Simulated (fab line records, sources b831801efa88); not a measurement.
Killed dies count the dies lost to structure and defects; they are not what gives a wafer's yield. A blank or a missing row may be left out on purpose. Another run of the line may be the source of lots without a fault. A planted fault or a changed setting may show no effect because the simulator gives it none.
Which tool was responsible?	flow gf180mcu	36 wafers from 12 lots sampled at 3 of the route's 602 steps

WHAT THE GAUGES READ, wafer by wafer
GF_V5_THK_MEAS_01. Usual: for V5_CVD_00_THK the level is 299 nm and the standard deviation is 3.7.
lot	measured	on	V5_CVD_00_THK (nm)	flag
L110	day 26 02:36	film_metro-04	298 301 301	
L111	day 26 12:22	film_metro-04	297 300 294	
L116	day 28 03:59	film_metro-04	304 299 299	
L118	day 29 01:34	film_metro-04	298 298 302	
L123	day 30 11:54	film_metro-04	298 300 302	
L124	day 30 15:08	film_metro-02	292 298 292	
L125	day 30 23:38	film_metro-04	295 300 297	
L127	day 31 06:53	film_metro-01	289 294 296	
L129	day 31 19:53	film_metro-01	306 305 306	
L130	day 32 02:19	film_metro-04	305 300 302	
L132	day 32 14:07	film_metro-01	299 298 302	
L133	day 32 17:12	film_metro-01	300 300 303	

WHICH TOOL RAN EACH LOT (tool, then ch and the chambers of the sampled wafers, then the start)
lot	GF_MIM_STRIP_20	GF_M5_ETCH_09
L110	plasma_asher-01 ch 0,1, day 25 04:11	rie_diel-02 ch 0,3, day 26 01:52
L111	plasma_asher-04 ch 0,1, day 25 14:44	rie_diel-02 ch 0,1,3, day 26 11:36
L116	plasma_asher-04 ch 0,1, day 27 06:37	rie_diel-02 ch 0,1,2, day 28 03:11
L118	plasma_asher-01 ch 0,1, day 28 05:11	rie_diel-04 ch 1,2, day 29 00:49
L123	plasma_asher-01 ch 0,1, day 29 16:14	rie_diel-03 ch 1,2, day 30 11:10
L124	plasma_asher-04 ch 0,1, day 29 19:44	rie_diel-03 ch 1,2,3, day 30 14:24
L125	plasma_asher-03 ch 0,1, day 30 04:25	rie_diel-02 ch 0,1,2, day 30 22:54
L127	plasma_asher-03 ch 0,1, day 30 12:02	rie_diel-04 ch 0,2,3, day 31 06:08
L129	plasma_asher-03 ch 0,1, day 31 01:25	rie_diel-04 ch 1,2,3, day 31 19:09
L130	plasma_asher-03 ch 0,1, day 31 08:17	rie_diel-03 ch 1,2,3, day 32 01:35
L132	plasma_asher-04 ch 0,1, day 31 19:58	rie_diel-03 ch 0,1,3, day 32 13:19
L133	plasma_asher-04 ch 0, day 31 23:44	rie_diel-03 ch 2,3, day 32 16:23
- GF_MIM_STRIP_20: strips in O2/N2.
- GF_M5_ETCH_09: etches Si3N4 in CF4/O2, target depth 52 nm, time 11.6 s.

WHAT THE TOOLS THEMSELVES READ (means of the sampled wafers that have a number; where no wafer has one, the mark that the record gives instead)
GF_MIM_STRIP_20. Usual: drypump_motor_current_A 5.2 A, standard deviation 0.51; heater_power_w 314 W, standard deviation 32; o2_flow_sccm 2999 sccm, standard deviation 9.4; oes_product_au 0.691 a.u., standard deviation 0.0046; strip_time_to_endpoint_s 11.19 s, standard deviation 0.042.
lot	tool	drypump_motor_current_A (A)	heater_power_w (W)	o2_flow_sccm (sccm)	oes_product_au (a.u.)	strip_time_to_endpoint_s (s)	flag
L110	plasma_asher-01	5.3	287	3007	0.691	11.23	
L111	plasma_asher-04	5.1	326	3001	0.689	11.20	
L116	plasma_asher-04	4.9	307	2996	0.688	11.19	
L118	plasma_asher-01	5.3	292	3016	0.694	11.25	
L123	plasma_asher-01	5.3	286	3004	0.692	11.21	
L124	plasma_asher-04	5.1	332	2984	0.690	11.18	
L125	plasma_asher-03	5.2	337	2990	0.687	11.15	
L127	plasma_asher-03	5.2	332	3000	0.697	11.19	
L129	plasma_asher-03	5.6	330	2992	0.697	11.28	
L130	plasma_asher-03	5.6	336	2995	0.691	11.17	
L132	plasma_asher-04	5.0	305	2995	0.689	11.19	
L133	plasma_asher-04	4.7	283	3003	0.697	11.20	

GF_M5_ETCH_09. Usual: drypump_motor_current_A 5.7 A, standard deviation 0.48; oes_product_au 1.002 a.u., standard deviation 0.0097; throttle_valve_pct 5.971 %, standard deviation 0.0089.
lot	tool	drypump_motor_current_A (A)	oes_product_au (a.u.)	throttle_valve_pct (%)	flag
L110	rie_diel-02	5.8	1.008	5.975	
L111	rie_diel-02	5.7	1.007	5.966	
L116	rie_diel-02	5.5	1.008	5.966	
L118	rie_diel-04	5.6	1.009	5.971	
L123	rie_diel-03	5.5	0.992	5.971	
L124	rie_diel-03	5.9	0.996	5.959	
L125	rie_diel-02	5.5	1.010	5.973	
L127	rie_diel-04	5.7	1.018	5.964	
L129	rie_diel-04	5.5	1.012	5.975	
L130	rie_diel-03	5.9	0.990	5.965	
L132	rie_diel-03	6.3	1.001	5.973	
L133	rie_diel-03	6.3	0.991	5.964	

THE ANSWER, worked out from the rows above alone
Rule: lot off if the mean of its wafers having a number is beyond 3 standard deviations from the usual mean. A lot without any number at a reading at which 4 lots or more have one is off too. The other lots that the step has rows for count as sound. Order of review: gauges by route order, followed by the tools' own readings, for which a lot's mean as printed above is used. The first step at which some lot is off is used, and at that step the reading that is off furthest; a lot without a number counts as furthest.
Nothing can be told from this: no lot is off at any reading shown.

WHAT WAS PUT IN BY THE SIMULATOR
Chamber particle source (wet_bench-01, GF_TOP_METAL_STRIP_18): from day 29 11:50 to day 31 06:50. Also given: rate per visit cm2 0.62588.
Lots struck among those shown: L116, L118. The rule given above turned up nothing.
